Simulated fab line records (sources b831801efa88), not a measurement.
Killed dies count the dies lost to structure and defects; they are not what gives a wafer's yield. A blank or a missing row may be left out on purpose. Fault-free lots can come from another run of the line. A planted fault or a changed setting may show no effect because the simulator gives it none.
Which tool is to blame? | flow sky130 | 42 wafers from 14 lots sampled at 3 of the route's 708 steps

WHAT THE GAUGES SHOWED, per wafer
SKY_POLY_GATE_CD_MEAS_13 targets a cd of 150 nm.
lot  | measured     | on       | cdNm (nm)
L495 | day 17 15:45 | cdSem-02 | 153.1 154.3 154.1
L494 | day 17 18:11 | cdSem-01 | 150.4 149.4 149.7
L496 | day 17 18:26 | cdSem-01 | 150.9 151.0 151.6
L497 | day 17 22:04 | cdSem-01 | 149.1 149.1 149.0
L498 | day 18 13:12 | cdSem-01 | 148.9 149.2 148.9
L499 | day 19 01:00 | cdSem-02 | 149.5 149.6 149.7
L500 | day 19 05:38 | cdSem-02 | 149.2 149.6 150.0
L502 | day 19 09:11 | cdSem-02 | 145.7 145.3 145.9
L505 | day 20 17:36 | cdSem-01 | 149.3 148.1 149.9
L506 | day 21 04:12 | cdSem-01 | 149.8 150.4 150.1
L508 | day 21 15:20 | cdSem-01 | 151.1 150.3 149.3
L515 | day 24 10:28 | cdSem-01 | 148.7 149.6 149.0
L517 | day 24 13:40 | cdSem-01 | 150.2 150.0 150.7
L516 | day 24 15:33 | cdSem-01 | 149.1 150.5 150.0

SKY_LDD_P_CD_MEAS_07 targets a cd of 380 nm.
lot  | measured     | on       | cdNm (nm)
L495 | day 20 09:07 | cdSem-01 | 379.8 379.4 382.7
L494 | day 20 11:44 | cdSem-02 | 380.3 381.4 380.4
L496 | day 20 11:58 | cdSem-01 | 377.8 380.4 379.8
L497 | day 20 14:22 | cdSem-01 | 380.9 380.7 380.9
L498 | day 21 05:35 | cdSem-01 | 380.1 379.4 378.8
L499 | day 21 17:37 | cdSem-01 | 379.9 379.6 379.4
L500 | day 21 22:49 | cdSem-01 | 377.5 376.8 378.5
L502 | day 22 02:50 | cdSem-02 | 380.7 381.4 381.1
L505 | day 23 09:53 | cdSem-01 | - - -
L506 | day 23 20:58 | cdSem-02 | - - -
L508 | day 24 07:58 | cdSem-01 | 379.2 379.4 378.6
L515 | day 27 00:46 | cdSem-02 | 380.7 380.9 379.3
L517 | day 27 03:12 | cdSem-02 | 381.4 382.5 379.5
L516 | day 27 04:46 | cdSem-02 | 381.1 383.8 381.5

TOOL THAT RAN EACH LOT (tool first, then ch and the chambers of the sampled wafers, then the start)
lot  | SKY_LDD_P_DEVELOP_06
L495 | lithoTrack-03 ch 0, day 20 08:58
L494 | lithoTrack-04 ch 0, day 20 11:35
L496 | lithoTrack-03 ch 0, day 20 11:49
L497 | lithoTrack-03 ch 0, day 20 14:13
L498 | lithoTrack-04 ch 0, day 21 05:26
L499 | lithoTrack-01 ch 0, day 21 17:28
L500 | lithoTrack-03 ch 0, day 21 22:40
L502 | lithoTrack-04 ch 0, day 22 02:41
L505 | lithoTrack-01, day 23 09:44
L506 | lithoTrack-04, day 23 20:50
L508 | lithoTrack-03 ch 0, day 24 07:49
L515 | lithoTrack-03 ch 0, day 27 00:37
L517 | lithoTrack-04 ch 0, day 27 03:04
L516 | lithoTrack-03 ch 0, day 27 04:37
- SKY_LDD_P_DEVELOP_06: develop time 60 s.

WHAT THE TOOLS THEMSELVES READ (means of the sampled wafers that have a number; where no wafer has one, the mark that the record gives instead)
SKY_LDD_P_DEVELOP_06.
lot  | tool          | chillPlateTempC (C)
L495 | lithoTrack-03 | 23.04
L494 | lithoTrack-04 | 23.10
L496 | lithoTrack-03 | 22.89
L497 | lithoTrack-03 | 23.03
L498 | lithoTrack-04 | 22.93
L499 | lithoTrack-01 | 23.05
L500 | lithoTrack-03 | 23.07
L502 | lithoTrack-04 | 22.95
L505 | lithoTrack-01 | -
L506 | lithoTrack-04 | -
L508 | lithoTrack-03 | 22.89
L515 | lithoTrack-03 | 23.19
L517 | lithoTrack-04 | 23.02
L516 | lithoTrack-03 | 22.95

THE ANSWER, worked out from the rows above alone
Rule: usual is defined by the lots themselves. Put in order of their means at a reading, lots are off if they are a third of the lots or fewer, leave a main group of 4 or more, and stand apart from it by a gap of 3 or more times the standard deviation of the main group's means; of several such gaps the widest counts. A main group whose means are all the same, to the digits that the tables above print for the reading, isn't used. A lot without any number at a reading at which 4 lots or more have one is off too. Any other lot the step has rows for is counted as sound. Order of review: gauges by route order, followed by the tools' own readings, for which a lot's mean as printed above is used. The first step at which some lot is off is used, and at that step the reading that is off furthest; a lot without a number counts as furthest.
Off at SKY_LDD_P_CD_MEAS_07 (cdNm): L505, L506. Without a number there: L505, L506. Main group: mean 380.2 nm, sd 1.2.
If a tool, at a process step before that reading, ran all the lots that are off and no sound lot after the first of them, it fits. Not tried: the gauges at SKY_LDD_P_CD_MEAS_07; whatever is off there is also off at SKY_LDD_P_DEVELOP_06, on other tools, and gauge error can't account for it. None of those tried fits.

WHAT THE SIMULATOR HAD PUT IN
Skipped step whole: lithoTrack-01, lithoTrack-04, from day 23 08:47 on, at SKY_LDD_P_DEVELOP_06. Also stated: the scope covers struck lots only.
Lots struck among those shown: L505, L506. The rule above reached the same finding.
